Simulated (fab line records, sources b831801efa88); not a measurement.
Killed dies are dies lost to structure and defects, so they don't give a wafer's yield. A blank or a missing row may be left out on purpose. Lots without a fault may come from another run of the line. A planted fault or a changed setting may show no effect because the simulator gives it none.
Problem report in the 8D (eight disciplines) form, filled by code | flow gf180mcu | the parts of the form that need people (team, actions taken, sign-off) are left out

1. THE PROBLEM
HV_LDD_4_TW at GF_HV_LDD_TW_MEAS_50 reads a mean of 531 on 6 wafers of 2 lots; wafers without a fault read 570 with a standard deviation of 4.5. That is -8.7 standard deviations from the usual mean.
First seen on wafer L256.2, day 16 09:08, on film_metro-01. The record holds 39 wafers of 13 lots with a number at this step. Rule for "out", or "out of limits": more than 4 standard deviations from the usual mean. The other wafers with a number count as sound.

2. WHAT IT IS AND WHAT IT IS NOT
question                    | is                     | is not
which readings at this step | HV_LDD_4_TW            | -
which lots                  | L256, L257             | L244, L245, L248, L249, L250, L251, L263, L264, L265, L266, L267
which wafers of those lots  | all that have a number | -
read on which gauges        | film_metro-01          | film_metro-03
when                        | from day 16 09:08      | up to then (18 sound wafers); but 15 sound wafers of L263, L264, L265, L266, L267 came after

3. SUSPECTS, AND WHAT RULES EACH OUT
Counting: a tool at a process step up to the reading stays a suspect if it ran every lot that is out and no sound lot after the first of them.
- the gauge at GF_HV_LDD_TW_MEAS_50: ruled out. All the wafers that are out were read on film_metro-01, but those of them that GF_HV_LDD_IMPLANT_48 has rows for are out there too, on other tools.
- implanter-03 at GF_HV_LDD_IMPLANT_48: ruled out as a lasting fault. Sound lots L264, L266, L267 ran on it after its first lot that is out, L256 (day 16 08:55).
Left after counting: nothing in the record.

4. THE CAUSE (what the simulator had put in)
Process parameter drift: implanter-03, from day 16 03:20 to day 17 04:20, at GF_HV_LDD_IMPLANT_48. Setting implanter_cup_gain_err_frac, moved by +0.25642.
Counting ruled it out, wrongly: the rule takes a fault to strike every lot that its tool runs from its start on, and this one did not.

5. THE CHAIN OF EFFECTS, in route order
Each row: a reading whose mean over the struck wafers that have a number lies more than 3 standard deviations from the usual. Only readings for which the record gives a usual standard deviation are gone through. hours: the time from each lot's start at the first step in this table that gives one to its start at this step, as a median over the lots. sigmas: the change in usual standard deviations.
hours | step                 | reading            | usual   | on struck wafers | change | sigmas
0     | GF_HV_LDD_IMPLANT_48 | beam_on_s          | 10.00 s | 7.92             | -2.08  | -10
0     | GF_HV_LDD_IMPLANT_48 | faraday_current_uA | 169     | 214              | +45    | +14
0     | GF_HV_LDD_TW_MEAS_50 | HV_LDD_4_TW        | 570     | 531              | -39    | -8.7
The process steps in it:
- GF_HV_LDD_IMPLANT_48

6. WHAT WOULD HAVE CAUGHT IT SOONER
In this record the first reading out of limits at a measuring or inspecting step was taken at day 16 09:08, 6 hours after the fault began at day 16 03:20.
The tool's own readings at GF_HV_LDD_IMPLANT_48 were out on every struck wafer that the step has a row for (beam_on_s, faraday_current_uA): an alarm limit on them would have fired on the first of those.
